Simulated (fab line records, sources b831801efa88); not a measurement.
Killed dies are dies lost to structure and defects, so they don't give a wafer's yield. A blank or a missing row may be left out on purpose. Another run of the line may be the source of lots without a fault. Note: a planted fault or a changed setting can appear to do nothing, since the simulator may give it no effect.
8D (eight disciplines) problem report, filled in by code    flow sky130    the parts of the form that need people (team, actions taken, sign-off) are left out

1. THE ISSUE
Wafers with no fault read 0.757 a.u. with a standard deviation of 0.0075, whereas oesProductAu at SKY_METAL4_ETCH_17 reads a mean of 0.792 a.u. on 1 wafer of 1 lot. That puts it +4.7 standard deviations away from the usual mean.
The step: etches SiO2 in C4F8/O2/Ar, stops on TiN, time 3.9 s, target depth 15 nm.
First observed at day 45 16:36: wafer L222.4, on rieDiel-01. Wafers with a number at this step in the record: 35, from 13 lots. Rule for "out" (also "out of limits"): further than 4 standard deviations from the usual mean. Any other wafer with a number is counted as sound.

2. WHAT IT IS AND WHAT IT IS NOT
question                     is                 is not
which readings at this step  oesProductAu       -
which lots                   L222               L209, L210, L212, L213, L214, L216, L221, L223, L228, L229, L231, L232
which wafers of those lots   L222.4             L222.5
read on which tools          rieDiel-01         rieDiel-02, rieDiel-03
when                         from day 45 16:36  up to then (22 sound wafers); but 12 sound wafers of L223, L228, L229, L231, L232 came after

3. WHAT RULES OUT EACH SUSPECT
Counting: a tool at a process step up to the reading stays a suspect if it ran every lot that is out. Sound lots after the first of them don't rule it out here, since some wafers of a struck lot are sound.
- pvdSputter-01 at SKY_METAL2_SPUTTER_01 (material TiN, target thk 20 nm, time 16.7 s): kept. L222, the lot that is out, went through it at day 38 13:43; up to then, the latest sound lot through it was L221 at day 38 06:46.
- rieDiel-01 at SKY_METAL4_ETCH_17 (etches SiO2 in C4F8/O2/Ar, stops on TiN, time 3.9 s, target depth 15 nm): kept. L222, the lot that is out, went through it at day 45 16:36; up to then, the latest sound lot through it was L221 at day 45 11:54. Its own oesProductAu readings are out on those wafers.
- Within rieDiel-01 at SKY_METAL4_ETCH_17, the wafers that are out were processed in chamber 3 and their sound lot-mates in chamber 0.
Remaining after the count are pvdSputter-01 at SKY_METAL2_SPUTTER_01 and rieDiel-01 at SKY_METAL4_ETCH_17.

4. THE CAUSE (what the simulator had put in)
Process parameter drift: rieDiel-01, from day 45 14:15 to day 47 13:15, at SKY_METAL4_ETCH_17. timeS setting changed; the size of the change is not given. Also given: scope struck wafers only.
After counting, 2 suspects remain, this tool included.

5. THE CHAIN OF EFFECTS, in route order
One row per reading whose mean, taken over the struck wafers that have a number, lies over 3 standard deviations from the usual. Only readings whose record carries a usual standard deviation are examined. hours: median over the lots of the time between each lot's start at the first step of this table that gives one and its start at this step. sigmas: the change, counted in usual standard deviations.
hours  step                reading       usual       on struck wafers  change  sigmas
0      SKY_METAL4_ETCH_17  oesProductAu  0.757 a.u.  0.792             +0.035  +4.7
The process steps in it:
- SKY_METAL4_ETCH_17: etches SiO2 in C4F8/O2/Ar, stops on TiN, time 3.9 s, target depth 15 nm.

6. WHAT WOULD HAVE CAUGHT IT SOONER
First out-of-limits reading in this record: day 45 16:36, which is 2 hours after fault onset at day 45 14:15.
